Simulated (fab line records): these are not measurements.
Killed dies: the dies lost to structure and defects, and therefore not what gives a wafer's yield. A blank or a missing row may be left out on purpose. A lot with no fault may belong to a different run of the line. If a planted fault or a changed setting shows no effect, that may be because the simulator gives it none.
Lot-split experiment	flow sky130	23 wafers read across 5 lots, on a route 708 steps long

== SPLIT DETAILS ==
At SKY_LDD_HVN_IMPLANT_08, the setting doseCm2 was moved away from the recipe's 3e+13 on 11 of the 23 wafers read, by -7.3% to +4.5%. This setting was run at the recipe's value on the other wafers.

== THE PATH FROM SPLIT TO READING: the file shows 1 step between them ==
- SKY_LDD_HVN_STRIP_09: strips in O2/N2

== THE READING ==
LDD_HVN_TW, at SKY_LDD_HVN_TW_MEAS_10. A value of 1434 with a standard deviation of 6 is what fault-free wafers of this fab line usually give.

wafer	tool, chamber at the split	doseCm2 as run	against the recipe	LDD_HVN_TW	against lot-mates on the recipe
L074.1	implanter-04, 0	3e+13	recipe	1430	-
L074.2	implanter-04, 0	3.109e+13	+3.6%	1450	+19
L074.4	implanter-04, 0	3e+13	recipe	1432	-
L074.5	implanter-04, 0	3.109e+13	+3.6%	1452	+21
L074.6	implanter-04, 0	3.109e+13	+3.6%	1447	+16
L078.1	implanter-01, 0	3.135e+13	+4.5%	1459	+28
L078.2	implanter-01, 0	3.135e+13	+4.5%	1461	+30
L078.3	implanter-01, 0	3.135e+13	+4.5%	1457	+26
L078.5	implanter-01, 0	3e+13	recipe	1427	-
L078.6	implanter-01, 0	3e+13	recipe	1435	-
L079.1	implanter-02, 0	3e+13	recipe	1436	-
L079.4	implanter-02, 0	3e+13	recipe	1435	-
L079.5	implanter-02, 0	3e+13	recipe	1436	-
L080.1	implanter-01, 0	3e+13	recipe	1443	-
L080.2	implanter-01, 0	2.782e+13	-7.3%	1397	-45
L080.4	implanter-01, 0	3e+13	recipe	1441	-
L080.5	implanter-01, 0	2.782e+13	-7.3%	1406	-36
L080.6	implanter-01, 0	2.782e+13	-7.3%	1409	-33
L082.2	implanter-04, 0	3e+13	recipe	1433	-
L082.3	implanter-04, 0	3e+13	recipe	1438	-
L082.4	implanter-04, 0	3.121e+13	+4.0%	1455	+19
L082.5	implanter-04, 0	3e+13	recipe	1436	-
L082.6	implanter-04, 0	3.121e+13	+4.0%	1457	+21

FIT RESULTS
A straight line over all 23 wafers: LDD_HVN_TW changes by +4.53 for each +1% of doseCm2; r = +0.97; the points scatter about the line by 4.2.
The same after taking each lot's own level away (the mean of its wafers on the recipe; 23 wafers): +5.39 for each +1%; r = +0.99; scatter 3.1.
According to that fit, moving doseCm2 by its largest amount changes the reading by 39.
From 1431.0 to 1442.0: that is the span of the lots' own levels, equal to 1.8 times the standard deviation above.
Hence the slope depends on the lot-to-lot level, as the two fits are not the same.
Check: for one of the wafers moved furthest among these (-7.3%), held out of the fit, the line's prediction against its lot-mates is -36.6. Against them it came out at -45.

== THE OTHER SPLITS THESE WAFERS WENT THROUGH ==
Before the reading, these wafers also passed through other splits. Each is held against what the fit with the lots' levels taken away leaves over:
other split on the same wafers	wafers away from the commonest value	r with LDD_HVN_TW (lot level and that fit taken away)
SKY_LDD_HVN_COAT_02 resistThkNm	8	+0.25

== THE FILE'S OWN FIT ==
LDD_HVN_TW changes by +5.45 for each +1% of doseCm2, r = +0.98.
